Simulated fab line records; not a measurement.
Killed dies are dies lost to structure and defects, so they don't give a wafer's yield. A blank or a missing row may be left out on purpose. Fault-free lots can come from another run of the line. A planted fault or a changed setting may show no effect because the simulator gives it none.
Problem report, 8D (eight disciplines) form, completed by code :: flow sky130 :: the parts of the form that need people (team, actions taken, sign-off) are left out

== 1. WHAT IS WRONG ==
RES_XHIGH_TW at SKY_RES_XHIGH_TW_MEAS_09 reads a mean of 30 on 3 wafers of 1 lot; wafers without a fault read 1643 with a standard deviation of 6.5. That is -99 or more standard deviations from the usual mean.
First seen on wafer L270.2, day 30 06:27, on filmMetro-04. The record has a number at this step for 39 wafers belonging to 13 lots. The rule behind "out" and "out of limits": a value lying over 4 standard deviations away from the usual mean. The rest of the wafers with a number are treated as sound.

== 2. WHAT IT IS AND WHAT IT IS NOT ==
question: which readings at this step
is: RES_XHIGH_TW
is not: -

question: which lots
is: L270
is not: L263, L264, L265, L267, L268, L272, L280, L281, L282, L283, L284, L285

question: which wafers of those lots
is: all that have a number
is not: -

question: read on which gauges
is: filmMetro-04
is not: filmMetro-01, filmMetro-03

question: when
is: from day 30 06:27
is not: up to then (15 sound wafers); but 21 sound wafers of L272, L280, L281, L282, L283, L284, L285 came after

== 3. WHAT RULES OUT EACH SUSPECT ==
Counting: a tool at a process step up to the reading stays a suspect if it ran every lot that is out and no sound lot after the first of them.
- the gauge at SKY_RES_XHIGH_TW_MEAS_09: ruled out. All the wafers that are out were read on filmMetro-04, but those of them that SKY_SD_P_STRIP_10 has rows for are out there too, on other tools.
- plasmaAsher-03 at SKY_SD_P_STRIP_10 (strips in O2/N2): ruled out as a lasting fault. Following L270 (day 29 01:40), the first lot on it that is out, the sound lots L281, L282, L284, L285 were run on it.
- plasmaAsher-04 at SKY_RES_XHIGH_STRIP_08 (strips in O2/N2): ruled out as a lasting fault. Following L270 (day 30 06:20), the first lot on it that is out, the sound lots L280, L281, L283, L284 were run on it.
Left after counting: nothing in the record.

== 4. THE CAUSE (what the simulator had put in) ==
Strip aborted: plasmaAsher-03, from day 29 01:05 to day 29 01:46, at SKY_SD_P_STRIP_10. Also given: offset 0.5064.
Counting ruled it out, wrongly: the rule takes a fault to strike every lot that its tool runs from its start on, and this one did not.

== 5. THE CHAIN OF EFFECTS, in route order ==
Each row: a reading where the mean over the struck wafers with a number is more than 3 standard deviations away from the usual. Readings are gone through only where the record gives a usual standard deviation; hours: the median, over the lots, of the time from a lot's start at the first step in this table giving one to that lot's start at this step; sigmas: the change measured in usual standard deviations.
hours: 0
step: SKY_SD_P_STRIP_10
reading: oesProductAu
usual: 0.618 a.u.
on struck wafers: 0.748
change: +0.130
sigmas: +27

hours: 29
step: SKY_RES_XHIGH_STRIP_08
reading: stripTimeToEndpointS
usual: 14.27 s
on struck wafers: 18.81
change: +4.54
sigmas: +99 or more

hours: 29
step: SKY_RES_XHIGH_TW_MEAS_09
reading: RES_XHIGH_TW
usual: 1643
on struck wafers: 30
change: -1613
sigmas: -99 or more
It contains these process steps:
- SKY_SD_P_STRIP_10: strips in O2/N2.
- SKY_RES_XHIGH_STRIP_08: strips in O2/N2.
Readings that are blank on the struck wafers while sound wafers have them: stripTimeToEndpointS at SKY_SD_P_STRIP_10.
Later measuring or inspecting steps at which every struck wafer that the step has a row for has a number for every such reading, and none has moved that far: SKY_LOCAL_INTERCONNECT_THK_MEAS_02.

== 6. WHAT WOULD HAVE CAUGHT IT SOONER ==
In this record the first reading out of limits at a measuring or inspecting step was taken at day 30 06:27, 29 hours after the fault began at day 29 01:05.
At SKY_SD_P_STRIP_10, the tool's own readings (oesProductAu) were out on each struck wafer the step has a row for, so an alarm limit on them would have fired on the first such wafer.
